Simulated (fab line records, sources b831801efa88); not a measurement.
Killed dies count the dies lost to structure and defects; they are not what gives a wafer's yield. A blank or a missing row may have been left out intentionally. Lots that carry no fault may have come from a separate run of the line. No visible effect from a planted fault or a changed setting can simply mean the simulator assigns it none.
Comparing a struck lot with a sound one ; flow gf180mcu ; 14 out of 602 route steps
Sound: wafers L668.1, L668.3, L668.4. Wafers L669.1, L669.3, L669.5 were the ones struck. The cause comes at the end.
For every step that has rows: the tool of each side, followed by ch and its chambers, followed by its first start. Under that, the readings that differ: sound wafers ; struck wafers ; difference of the means ; sigmas: that difference in standard deviations of wafers without a fault.
alike: same words and numbers on both sides, and readings whose means sit less than 2 such deviations apart. not compared: any withheld reading, any reading some wafer has no value for, any bound like >300 that may hide the same value, and any number with overlapping values for which the record gives no deviation.
A row with sigmas, a row that says differs or no value, or rows on one side alone: a step with any of these is where the two part. Numbers that have no deviation but don't overlap get no sigmas and don't part them. A reading missing from all wafers of one side parts the sides only when that side holds two or more wafers.

first, 3 steps without rows for these wafers: GF_MIM_EXPOSE_16 (exposes mask FuseTop, target cd 2000 nm); GF_MIM_PEB_17; GF_MIM_DEVELOP_18 (develop time 60 s).
GF_MIM_METAL_ETCH_19: etches the open film in Cl2/BCl3, stops on Si3N4, target depth 324.5 nm, time 54.1 s.
  sound on rieMetal-01 ch 1, day 27 02:10; struck on rieMetal-03 ch 1, day 27 07:06
reading;sound;struck;difference;sigmas
drypumpMotorCurrentA (A);6.2 6.2 6.2;5.1 5.1 5.1;-1.1;-2
oesProductAu (a.u.);0.934 0.928 0.935;0.956 0.942 0.955;+0.019;+3
  alike: mfcCl2Sccm, throttleValvePct
  not compared: rfHoursCounterH
GF_MIM_STRIP_20: strips in O2/N2.
  sound on plasmaAsher-04 ch 0,1, day 27 02:19; struck on plasmaAsher-04 ch 0,1, day 27 07:12
  alike: drypumpMotorCurrentA, heaterPowerW, o2FlowSccm, oesProductAu, platenTempC, stripTimeToEndpointS
  not compared: rfHoursCounterH
then, 7 steps without rows for these wafers: GF_MIM_STRIP_21 (strips in post etch residue remover, time 1200 s); GF_MIM_CLEAN_22 (cleans in DIW); GF_M5_DEHYDRATE_00 (time 60 s); GF_M5_HMDS_01 (prime time 60 s); GF_M5_COAT_02 (resist thk 1000 nm); GF_M5_SOFTBAKE_03 (time 60 s); GF_M5_EXPOSE_04 (exposes mask Metal5, target cd 280 nm).
GF_M5_PEB_05: peb time 90 s.
  sound on lithoTrack-04 ch 0, day 27 22:21; struck on lithoTrack-01, day 28 02:59
  no value came back on the struck wafers for chillPlateTempC (C), exhaustPa (Pa), pebTimeS (s); on the sound wafers chillPlateTempC (C) reads 23.04 22.90 22.98
then, 1 step without rows for these wafers: GF_M5_DEVELOP_06 (develop time 60 s).

## WHERE THEY PART
Earliest at GF_MIM_METAL_ETCH_19; latest, in this record, at GF_M5_PEB_05.

WHY: the cause the simulator had injected
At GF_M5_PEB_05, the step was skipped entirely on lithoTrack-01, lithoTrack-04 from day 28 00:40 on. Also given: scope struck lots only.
